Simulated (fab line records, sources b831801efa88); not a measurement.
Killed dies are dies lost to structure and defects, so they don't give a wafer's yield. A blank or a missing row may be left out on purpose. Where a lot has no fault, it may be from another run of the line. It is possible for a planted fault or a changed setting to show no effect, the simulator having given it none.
A lot that was struck, set against a sound lot	flow sky130	20 steps out of a route of 708
Sound: the wafers L775.1, L775.4, L775.5. Struck: wafers L764.2, L764.3, L764.4. The cause comes at the end.
Order at every step that has rows: each side's tool, ch and its chambers, its first start. Under that, the readings that differ: sound wafers	struck wafers	difference of the means	sigmas: that difference in standard deviations of wafers without a fault.
alike: readings with means less than 2 such deviations apart, plus words and numbers identical on both sides. not compared: withheld readings, readings lacking a value on some wafer, bounds such as >300 that could conceal the same value, and numbers that have no deviation in the record and whose values overlap.
Wherever a step has rows on one side only, a row that says differs or no value, or a row with sigmas, the two part there. Non-overlapping numbers with no deviation appear without sigmas and do not part them. A reading that every wafer of one side lacks parts them only if that side has two wafers or more.

SKY_RES_XHIGH_STRIP_08: strips in O2/N2.
  sound on plasma_asher-01 ch 0,1, day 32 11:39; struck on plasma_asher-04 ch 0,1, day 29 09:49
  alike: drypump_motor_current_A, oes_product_au, strip_time_to_endpoint_s
  not compared: rf_hours_counter_h
SKY_RES_XHIGH_TW_MEAS_09:
  sound on film_metro-03 at day 32 11:45; struck on film_metro-01 at day 29 09:55
  alike: RES_XHIGH_TW
then, 7 steps without rows for these wafers: SKY_SD_N_DEHYDRATE_00 (time 60 s); SKY_SD_N_HMDS_01 (prime time 60 s); SKY_SD_N_COAT_02 (resist thk 1140 nm); SKY_SD_N_SOFTBAKE_03 (time 60 s); SKY_SD_N_EXPOSE_04 (exposes mask NSDM, target cd 380 nm); SKY_SD_N_PEB_05; SKY_SD_N_DEVELOP_06 (develop time 60 s).
SKY_SD_N_CD_MEAS_07: target cd 380 nm.
  sound on cd_sem-02 at day 33 13:58; struck on cd_sem-01 at day 30 13:48
  alike: cd_nm
SKY_SD_N_OVL_MEAS_08:
  sound on overlay-01 at day 33 14:05; struck on overlay-02 at day 30 13:55
  alike: SD_N_OVL
after that, 1 step had no rows for these wafers: SKY_SD_N_IMPLANT_09.
SKY_SD_N_IMPLANT_10:
  sound on implanter-01 ch 0, day 33 14:16; struck on implanter-04 ch 0, day 30 14:26
  alike: beam_energy_keV
SKY_SD_N_STRIP_11: strips in O2/N2.
  sound on plasma_asher-04 ch 0,1, day 33 14:25; struck on plasma_asher-04 ch 0,1, day 30 14:33
  alike: drypump_motor_current_A, oes_product_au, strip_time_to_endpoint_s
  not compared: rf_hours_counter_h
SKY_SD_N_TW_MEAS_12:
  sound on film_metro-03 at day 33 14:31; struck on film_metro-04 at day 30 14:40
  alike: SD_N_TW
then, 1 step without rows for these wafers: SKY_SD_N_CLEAN_13 (cleans in SC1/SC2, time 150 s).
SKY_SD_N_RTA_14: time 2 s.
  sound on rtp_anneal-01 ch 0, day 33 14:38; struck on rtp_anneal-02 ch 0, day 30 14:47
  alike: lamp_power_pct, ramp_down_c_per_s, wafer_temp_C_max
SKY_SD_N_RS_MEAS_16: uses a four-point probe to measure.
  sound on film_metro-01 at day 33 14:48; struck on film_metro-01 at day 30 15:18
reading	sound	struck	difference	sigmas
SD_N_RS (ohm/sq)	68.90 68.52 68.60	65.89 65.90 65.91	-2.77	-25
SKY_SD_N_RS_MEAS_17: uses a four-point probe to measure.
  sound on film_metro-01 at day 33 14:55; struck on film_metro-01 at day 30 21:00
  alike: SD_P_RS
-- here the record skips 17 days between the struck wafers' starts before and after, leaving off in module SD_N and picking up in module PAD_OPEN (first step shown: number 708 of the route) --
SKY_PAD_OPEN_PROBE_99:
  sound on prober-02 at day 50 01:05; struck on prober-02 at day 47 19:42
reading	sound	struck	difference	sigmas
model.etest.sonos_uncharged.r_on_ohm_um	817.9 808 806.9	776 791.5 792.8	-24	
model.etest.res_ndiff.rs_ohm_sq	122.2 121.2 120.7	116.7 116.9 117.2	-4.4	
model.etest.res_ndiff_hv.rs_ohm_sq	116.5 115 115	110.6 111.2 110.2	-4.8	
  alike: killed_at_M0_to_M3, killed_at_M4_up, killed_at_contacts, killed_at_front_end, killed_at_other, killed_dies, killed_open, killed_short

== WHERE THEY PART ==
Within this record, at SKY_SD_N_RS_MEAS_16 only. Later steps at which nothing parts them and some readings are alike: SKY_SD_N_RS_MEAS_17, SKY_PAD_OPEN_PROBE_99.

WHY: the cause the simulator had injected
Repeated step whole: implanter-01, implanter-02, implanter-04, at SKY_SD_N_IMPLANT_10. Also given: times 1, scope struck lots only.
